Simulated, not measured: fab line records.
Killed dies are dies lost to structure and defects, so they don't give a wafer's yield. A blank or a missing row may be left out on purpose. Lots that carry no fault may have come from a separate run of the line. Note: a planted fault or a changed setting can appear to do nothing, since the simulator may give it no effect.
Problem report in the 8D (eight disciplines) form, filled by code / flow sky130 / the parts of the form that need people (team, actions taken, sign-off) are left out

## 1. PROBLEM STATEMENT
Wafers free of any fault read 0.1274 ohm/sq (standard deviation 0.0018) for METAL1_ALCU_RS at SKY_METAL1_RS_MEAS_05, against a mean of 0.0801 ohm/sq on 4 wafers of 3 lots. Measured from the usual mean, that is -26 standard deviations.
The step: measures by four-point-probe.
The first sign was on wafer L342.1 at day 36 15:47, on film metro-04. Wafers with a number at this step in the record: 43, from 15 lots. Rule for "out" (also "out of limits"): further than 4 standard deviations from the usual mean. Any other wafer with a number is counted as sound.

## 2. WHAT IT IS AND WHAT IT IS NOT
question=which readings at this step | is=METAL1_ALCU_RS | is not=-
question=which lots | is=L340, L342, L346 | is not=L334, L335, L336, L337, L338, L347, L348, L349, L351, L353, L354, L355
question=which wafers of those lots | is=L340.1, L342.1, L342.4, L346.1 | is not=L340.3, L342.5, L346.3
question=read on which gauges | is=film metro-04 | is not=film metro-01, film metro-03
question=when | is=from day 36 15:47 | is not=up to then (16 sound wafers); but 23 sound wafers of L340, L346, L347, L348, L349, L351, L353, L354, L355 came after

## 3. WHAT RULES OUT EACH SUSPECT
Counting: any tool at a process step up to the reading remains a suspect provided it ran every lot that is out. Sound lots after the first of them don't rule it out here, since some wafers of a struck lot are sound.
- the gauge at SKY_METAL1_RS_MEAS_05: ruled out. All the wafers that are out were read on film metro-04, but those of them that SKY_METAL1_METAL_ETCH_19 has rows for are out there too, on other tools.
- pvd sputter-04 at SKY_METAL1_SPUTTER_01 (material TiN, target thk 20 nm, time 16.7 s): kept. Ran every lot that is out, first one L342 (day 36 15:40); last sound lot up to then L337 (day 36 12:42).
- pvd sputter-04 at SKY_METAL1_SPUTTER_02 (material AlCu, target thk 250 nm, time 13.3 s): kept. Ran every lot that is out, first one L342 (day 36 15:41); last sound lot up to then L337 (day 36 12:44).
After counting, pvd sputter-04 at SKY_METAL1_SPUTTER_01 and pvd sputter-04 at SKY_METAL1_SPUTTER_02 remain.

## 4. THE CAUSE (what the simulator had put in)
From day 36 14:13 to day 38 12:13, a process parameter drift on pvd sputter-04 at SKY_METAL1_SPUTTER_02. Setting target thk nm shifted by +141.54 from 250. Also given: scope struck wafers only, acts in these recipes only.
This tool is one of the 2 suspects left after counting.

## 5. THE CHAIN OF EFFECTS, in route order
Each row: a reading whose mean over the struck wafers that have a number lies more than 3 standard deviations from the usual. Only readings whose record carries a usual standard deviation are examined. hours: median over the lots of the time between each lot's start at the first step of this table that gives one and its start at this step. sigmas: the change, counted in usual standard deviations.
hours=0; step=SKY_METAL1_RS_MEAS_05; reading=METAL1_ALCU_RS; usual=0.1274 ohm/sq; on struck wafers=0.0801; change=-0.0473; sigmas=-26
hours=0; step=SKY_METAL1_THK_MEAS_06; reading=METAL1_ALCU_THK; usual=243 nm; on struck wafers=384; change=+141; sigmas=+36
hours=26; step=SKY_METAL1_METAL_ETCH_19; reading=oes product au; usual=0.854 a.u.; on struck wafers=0.992; change=+0.138; sigmas=+22
It contains these process steps:
- SKY_METAL1_METAL_ETCH_19: etches the open film in Cl2/BCl3, stops on SiO2, target depth 360 nm, time 78 s.

## 6. WHAT WOULD HAVE CAUGHT IT SOONER
Counted from the fault's start at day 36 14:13, it took 2 hours until the first out-of-limits reading at a measuring or inspecting step in this record, taken at day 36 15:47.
Of the tool readings at SKY_METAL1_SPUTTER_02 for which the record gives a usual standard deviation, none was out on any struck wafer, so an alarm limit of 4 standard deviations on them would not have fired.
Of the lots that are out (3), L340, L346 began SKY_METAL1_SPUTTER_02 on pvd sputter-04 after day 36 15:47. A hold on the tool at that time would have spared those 2.
